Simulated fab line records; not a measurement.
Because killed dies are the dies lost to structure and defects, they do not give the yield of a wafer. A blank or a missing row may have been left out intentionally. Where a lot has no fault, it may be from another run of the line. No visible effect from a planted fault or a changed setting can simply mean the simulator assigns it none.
Which tool is to blame? || flow sky130 || Sampling: 11 lots, 33 wafers, 7 of 708 route steps

== WHAT EACH GAUGE READ, for each wafer ==
SKY_LDD_N_OVL_MEAS_07. Usual: for LDD_N_OVL the level is -0.2 nm and the standard deviation is 1.4.
{"lot": "L881", "measured": "day 18 01:16", "on": "overlay-02", "LDD_N_OVL (nm)": "1.9 1.5 0.7", "flag": ""}
{"lot": "L885", "measured": "day 18 11:25", "on": "overlay-01", "LDD_N_OVL (nm)": "-0.9 -0.9 -1.6", "flag": ""}
{"lot": "L888", "measured": "day 20 00:52", "on": "overlay-02", "LDD_N_OVL (nm)": "-1.0 -0.6 -1.6", "flag": ""}
{"lot": "L890", "measured": "day 20 16:50", "on": "overlay-01", "LDD_N_OVL (nm)": "- - -", "flag": "OFF"}
{"lot": "L891", "measured": "day 21 01:31", "on": "overlay-02", "LDD_N_OVL (nm)": "-3.3 -0.5 -2.4", "flag": ""}
{"lot": "L899", "measured": "day 24 02:04", "on": "overlay-02", "LDD_N_OVL (nm)": "2.9 2.4 1.6", "flag": ""}
{"lot": "L900", "measured": "day 24 13:37", "on": "overlay-02", "LDD_N_OVL (nm)": "-0.4 -0.7 -1.2", "flag": ""}
{"lot": "L901", "measured": "day 24 15:03", "on": "overlay-02", "LDD_N_OVL (nm)": "0.4 0.3 0.0", "flag": ""}
{"lot": "L902", "measured": "day 25 01:48", "on": "overlay-01", "LDD_N_OVL (nm)": "-0.9 0.1 -1.3", "flag": ""}
{"lot": "L903", "measured": "day 25 13:26", "on": "overlay-01", "LDD_N_OVL (nm)": "-0.3 0.3 -0.8", "flag": ""}
{"lot": "L904", "measured": "day 26 08:43", "on": "overlay-02", "LDD_N_OVL (nm)": "-3.3 -1.7 -3.6", "flag": ""}

SKY_LDD_N_TW_MEAS_17. Usual: for LDD_N_TW the level is 2569 and the standard deviation is 14.
{"lot": "L881", "measured": "day 18 02:36", "on": "film_metro-03", "LDD_N_TW": "2556 2565 2579", "flag": ""}
{"lot": "L885", "measured": "day 18 12:45", "on": "film_metro-01", "LDD_N_TW": "2556 2562 2545", "flag": ""}
{"lot": "L888", "measured": "day 20 02:12", "on": "film_metro-04", "LDD_N_TW": "2572 2583 2576", "flag": ""}
{"lot": "L890", "measured": "day 20 18:10", "on": "film_metro-01", "LDD_N_TW": "29 30 30", "flag": "OFF"}
{"lot": "L891", "measured": "day 21 02:50", "on": "film_metro-03", "LDD_N_TW": "2582 2573 2572", "flag": ""}
{"lot": "L899", "measured": "day 24 03:24", "on": "film_metro-03", "LDD_N_TW": "2579 2589 2577", "flag": ""}
{"lot": "L900", "measured": "day 24 14:58", "on": "film_metro-01", "LDD_N_TW": "2571 2562 2570", "flag": ""}
{"lot": "L901", "measured": "day 24 16:23", "on": "film_metro-03", "LDD_N_TW": "2567 2569 2581", "flag": ""}
{"lot": "L902", "measured": "day 25 03:08", "on": "film_metro-04", "LDD_N_TW": "2603 2575 2574", "flag": ""}
{"lot": "L903", "measured": "day 25 14:46", "on": "film_metro-03", "LDD_N_TW": "2585 2580 2583", "flag": ""}
{"lot": "L904", "measured": "day 26 10:04", "on": "film_metro-03", "LDD_N_TW": "2575 2585 2580", "flag": ""}

SKY_LDD_P_OVL_MEAS_08. Usual: for LDD_P_OVL the level is 0.7 nm and the standard deviation is 1.4.
{"lot": "L881", "measured": "day 19 08:45", "on": "overlay-02", "LDD_P_OVL (nm)": "0.4 0.8 0.4", "flag": ""}
{"lot": "L885", "measured": "day 19 19:08", "on": "overlay-01", "LDD_P_OVL (nm)": "1.4 3.0 0.3", "flag": ""}
{"lot": "L888", "measured": "day 21 08:14", "on": "overlay-01", "LDD_P_OVL (nm)": "2.4 0.9 1.8", "flag": ""}
{"lot": "L890", "measured": "day 22 01:26", "on": "overlay-02", "LDD_P_OVL (nm)": "0.7 -0.1 -0.3", "flag": ""}
{"lot": "L891", "measured": "day 22 09:41", "on": "overlay-02", "LDD_P_OVL (nm)": "-2.6 -2.2 -3.3", "flag": ""}
{"lot": "L899", "measured": "day 25 08:41", "on": "overlay-01", "LDD_P_OVL (nm)": "-0.4 -0.3 -1.4", "flag": ""}
{"lot": "L900", "measured": "day 25 20:41", "on": "overlay-01", "LDD_P_OVL (nm)": "0.8 1.2 2.0", "flag": ""}
{"lot": "L901", "measured": "day 25 22:14", "on": "overlay-01", "LDD_P_OVL (nm)": "2.0 1.5 0.9", "flag": ""}
{"lot": "L902", "measured": "day 26 07:01", "on": "overlay-01", "LDD_P_OVL (nm)": "-0.8 -0.1 0.6", "flag": ""}
{"lot": "L903", "measured": "day 26 19:50", "on": "overlay-02", "LDD_P_OVL (nm)": "0.7 1.0 1.4", "flag": ""}
{"lot": "L904", "measured": "day 27 14:38", "on": "overlay-01", "LDD_P_OVL (nm)": "1.9 0.7 0.1", "flag": ""}

SKY_LDD_P_TW_MEAS_11. Usual: for LDD_P_TW the level is 631 and the standard deviation is 3.5.
{"lot": "L881", "measured": "day 19 09:02", "on": "film_metro-04", "LDD_P_TW": "631 629 632", "flag": ""}
{"lot": "L885", "measured": "day 19 19:30", "on": "film_metro-04", "LDD_P_TW": "630 629 628", "flag": ""}
{"lot": "L888", "measured": "day 21 08:46", "on": "film_metro-01", "LDD_P_TW": "631 632 632", "flag": ""}
{"lot": "L890", "measured": "day 22 01:44", "on": "film_metro-02", "LDD_P_TW": "2574 2594 2568", "flag": "OFF"}
{"lot": "L891", "measured": "day 22 09:59", "on": "film_metro-04", "LDD_P_TW": "636 632 633", "flag": ""}
{"lot": "L899", "measured": "day 25 08:58", "on": "film_metro-01", "LDD_P_TW": "625 625 628", "flag": ""}
{"lot": "L900", "measured": "day 25 20:58", "on": "film_metro-01", "LDD_P_TW": "624 628 628", "flag": ""}
{"lot": "L901", "measured": "day 25 22:31", "on": "film_metro-04", "LDD_P_TW": "634 637 635", "flag": ""}
{"lot": "L902", "measured": "day 26 07:19", "on": "film_metro-04", "LDD_P_TW": "632 635 630", "flag": ""}
{"lot": "L903", "measured": "day 26 20:08", "on": "film_metro-01", "LDD_P_TW": "630 628 627", "flag": ""}
{"lot": "L904", "measured": "day 27 14:56", "on": "film_metro-02", "LDD_P_TW": "639 639 641", "flag": ""}

SKY_LDD_HVP_OVL_MEAS_07. Usual: for LDD_HVP_OVL the level is -0.9 nm and the standard deviation is 1.4.
{"lot": "L881", "measured": "day 21 22:37", "on": "overlay-01", "LDD_HVP_OVL (nm)": "0.2 2.3 0.0", "flag": ""}
{"lot": "L885", "measured": "day 22 08:58", "on": "overlay-01", "LDD_HVP_OVL (nm)": "0.2 -1.3 -0.4", "flag": ""}
{"lot": "L888", "measured": "day 23 21:59", "on": "overlay-01", "LDD_HVP_OVL (nm)": "-1.5 -1.0 0.5", "flag": ""}
{"lot": "L890", "measured": "day 24 13:37", "on": "overlay-01", "LDD_HVP_OVL (nm)": "3.5 0.8 2.6", "flag": ""}
{"lot": "L891", "measured": "day 24 21:34", "on": "overlay-02", "LDD_HVP_OVL (nm)": "-2.5 -1.8 -3.0", "flag": ""}
{"lot": "L899", "measured": "day 27 19:22", "on": "overlay-02", "LDD_HVP_OVL (nm)": "-0.9 -2.5 -2.0", "flag": ""}
{"lot": "L900", "measured": "day 28 05:43", "on": "overlay-02", "LDD_HVP_OVL (nm)": "-0.6 -1.5 -0.1", "flag": ""}
{"lot": "L901", "measured": "day 28 08:46", "on": "overlay-01", "LDD_HVP_OVL (nm)": "-0.3 1.0 -0.3", "flag": ""}
{"lot": "L902", "measured": "day 28 17:19", "on": "overlay-02", "LDD_HVP_OVL (nm)": "-4.2 -2.6 -3.5", "flag": ""}
{"lot": "L903", "measured": "day 29 05:07", "on": "overlay-02", "LDD_HVP_OVL (nm)": "-2.4 -2.6 -1.0", "flag": ""}
{"lot": "L904", "measured": "day 29 22:40", "on": "overlay-01", "LDD_HVP_OVL (nm)": "-0.8 -1.7 -2.1", "flag": ""}

== EACH LOT AND THE TOOL THAT RAN IT (in order: tool; ch and the chambers of the sampled wafers; start) ==
{"lot": "L881", "SKY_POLY_GATE_ETCH_16": "rie_diel-03 ch 0,1,2, day 16 18:34", "SKY_LDD_N_EXPOSE_04": "iline_stepper-01 ch 0, day 17 10:38"}
{"lot": "L885", "SKY_POLY_GATE_ETCH_16": "rie_diel-01 ch 0,3, day 17 03:42", "SKY_LDD_N_EXPOSE_04": "iline_stepper-01 ch 0, day 17 21:18"}
{"lot": "L888", "SKY_POLY_GATE_ETCH_16": "rie_diel-02 ch 0,1,3, day 18 14:04", "SKY_LDD_N_EXPOSE_04": "iline_stepper-02 ch 0, day 19 10:03"}
{"lot": "L890", "SKY_POLY_GATE_ETCH_16": "rie_diel-03 ch 1,2,3, day 19 03:48", "SKY_LDD_N_EXPOSE_04": "iline_stepper-02 ch 0, day 20 01:52"}
{"lot": "L891", "SKY_POLY_GATE_ETCH_16": "rie_diel-03 ch 1,2,3, day 19 17:49", "SKY_LDD_N_EXPOSE_04": "iline_stepper-02 ch 0, day 20 11:12"}
{"lot": "L899", "SKY_POLY_GATE_ETCH_16": "rie_diel-02 ch 1,3, day 22 18:10", "SKY_LDD_N_EXPOSE_04": "iline_stepper-01 ch 0, day 23 11:23"}
{"lot": "L900", "SKY_POLY_GATE_ETCH_16": "rie_diel-01 ch 1,3, day 23 05:13", "SKY_LDD_N_EXPOSE_04": "iline_stepper-01 ch 0, day 23 22:58"}
{"lot": "L901", "SKY_POLY_GATE_ETCH_16": "rie_diel-02 ch 1,3, day 23 07:07", "SKY_LDD_N_EXPOSE_04": "iline_stepper-02 ch 0, day 24 00:35"}
{"lot": "L902", "SKY_POLY_GATE_ETCH_16": "rie_diel-03 ch 0,1,3, day 23 18:01", "SKY_LDD_N_EXPOSE_04": "iline_stepper-02 ch 0, day 24 11:06"}
{"lot": "L903", "SKY_POLY_GATE_ETCH_16": "rie_diel-03 ch 0,1,2, day 24 06:42", "SKY_LDD_N_EXPOSE_04": "iline_stepper-02 ch 0, day 24 23:38"}
{"lot": "L904", "SKY_POLY_GATE_ETCH_16": "rie_diel-01 ch 0,3, day 25 02:30", "SKY_LDD_N_EXPOSE_04": "iline_stepper-01 ch 0, day 25 19:10"}
- SKY_POLY_GATE_ETCH_16: etches Si3N4 in CH3F/O2, stops on poly-Si, time 151.2 s, target depth 75 nm.
- SKY_LDD_N_EXPOSE_04: exposes mask NTM, target cd 840 nm.

== WHAT THE TOOLS THEMSELVES READ (means of the sampled wafers that have a number; where no wafer has one, the mark that the record gives instead) ==
SKY_POLY_GATE_ETCH_16. Usual: drypump_motor_current_A 5.77 A, standard deviation 0.29; oes_product_au 0.639 a.u., standard deviation 0.0051; throttle_valve_pct 10.536 %, standard deviation 0.01.
{"lot": "L881", "tool": "rie_diel-03", "drypump_motor_current_A (A)": 5.76, "oes_product_au (a.u.)": 0.640, "throttle_valve_pct (%)": 10.527, "flag": ""}
{"lot": "L885", "tool": "rie_diel-01", "drypump_motor_current_A (A)": 6.05, "oes_product_au (a.u.)": 0.641, "throttle_valve_pct (%)": 10.538, "flag": ""}
{"lot": "L888", "tool": "rie_diel-02", "drypump_motor_current_A (A)": 5.63, "oes_product_au (a.u.)": 0.642, "throttle_valve_pct (%)": 10.535, "flag": ""}
{"lot": "L890", "tool": "rie_diel-03", "drypump_motor_current_A (A)": 5.67, "oes_product_au (a.u.)": 0.638, "throttle_valve_pct (%)": 10.532, "flag": ""}
{"lot": "L891", "tool": "rie_diel-03", "drypump_motor_current_A (A)": 5.66, "oes_product_au (a.u.)": 0.637, "throttle_valve_pct (%)": 10.536, "flag": ""}
{"lot": "L899", "tool": "rie_diel-02", "drypump_motor_current_A (A)": 5.68, "oes_product_au (a.u.)": 0.642, "throttle_valve_pct (%)": 10.536, "flag": ""}
{"lot": "L900", "tool": "rie_diel-01", "drypump_motor_current_A (A)": 5.88, "oes_product_au (a.u.)": 0.641, "throttle_valve_pct (%)": 10.530, "flag": ""}
{"lot": "L901", "tool": "rie_diel-02", "drypump_motor_current_A (A)": 5.41, "oes_product_au (a.u.)": 0.648, "throttle_valve_pct (%)": 10.532, "flag": ""}
{"lot": "L902", "tool": "rie_diel-03", "drypump_motor_current_A (A)": 5.83, "oes_product_au (a.u.)": 0.636, "throttle_valve_pct (%)": 10.543, "flag": ""}
{"lot": "L903", "tool": "rie_diel-03", "drypump_motor_current_A (A)": 5.76, "oes_product_au (a.u.)": 0.634, "throttle_valve_pct (%)": 10.546, "flag": ""}
{"lot": "L904", "tool": "rie_diel-01", "drypump_motor_current_A (A)": 6.14, "oes_product_au (a.u.)": 0.639, "throttle_valve_pct (%)": 10.541, "flag": ""}

SKY_LDD_N_EXPOSE_04. Usual: exposure_dose_mJ_cm2 reads 110.00 (standard deviation 0.11).
{"lot": "L881", "tool": "iline_stepper-01", "exposure_dose_mJ_cm2": 110.02, "flag": ""}
{"lot": "L885", "tool": "iline_stepper-01", "exposure_dose_mJ_cm2": 109.93, "flag": ""}
{"lot": "L888", "tool": "iline_stepper-02", "exposure_dose_mJ_cm2": 110.09, "flag": ""}
{"lot": "L890", "tool": "iline_stepper-02", "exposure_dose_mJ_cm2": 110.05, "flag": ""}
{"lot": "L891", "tool": "iline_stepper-02", "exposure_dose_mJ_cm2": 109.89, "flag": ""}
{"lot": "L899", "tool": "iline_stepper-01", "exposure_dose_mJ_cm2": 109.98, "flag": ""}
{"lot": "L900", "tool": "iline_stepper-01", "exposure_dose_mJ_cm2": 110.04, "flag": ""}
{"lot": "L901", "tool": "iline_stepper-02", "exposure_dose_mJ_cm2": 110.07, "flag": ""}
{"lot": "L902", "tool": "iline_stepper-02", "exposure_dose_mJ_cm2": 110.15, "flag": ""}
{"lot": "L903", "tool": "iline_stepper-02", "exposure_dose_mJ_cm2": 110.02, "flag": ""}
{"lot": "L904", "tool": "iline_stepper-01", "exposure_dose_mJ_cm2": 109.90, "flag": ""}

== THE ANSWER, worked out from the rows above alone ==
Rule: take the mean of a lot's wafers that have a number; if it is more than 3 standard deviations from the usual mean, the lot is off. A lot without any number at a reading at which 4 lots or more have one is off too. Where the step has rows for the other lots, those lots are counted as sound. Order of review: gauges by route order, followed by the tools' own readings, for which a lot's mean as printed above is used. At the first step where some lot is off, the reading lying furthest off is the one used; lots without a number count as furthest.
Off: at SKY_LDD_N_OVL_MEAS_07 (LDD_N_OVL), L890. Without a number there: L890.
If a tool, at a process step before that reading, ran all the lots that are off and no sound lot after the first of them, it fits. Not tried: the gauges at SKY_LDD_N_OVL_MEAS_07; whatever is off there is also off at SKY_LDD_N_TW_MEAS_17, on other tools, and gauge error can't account for it. None of those tried fits.

== WHAT THE SIMULATOR PUT IN ==
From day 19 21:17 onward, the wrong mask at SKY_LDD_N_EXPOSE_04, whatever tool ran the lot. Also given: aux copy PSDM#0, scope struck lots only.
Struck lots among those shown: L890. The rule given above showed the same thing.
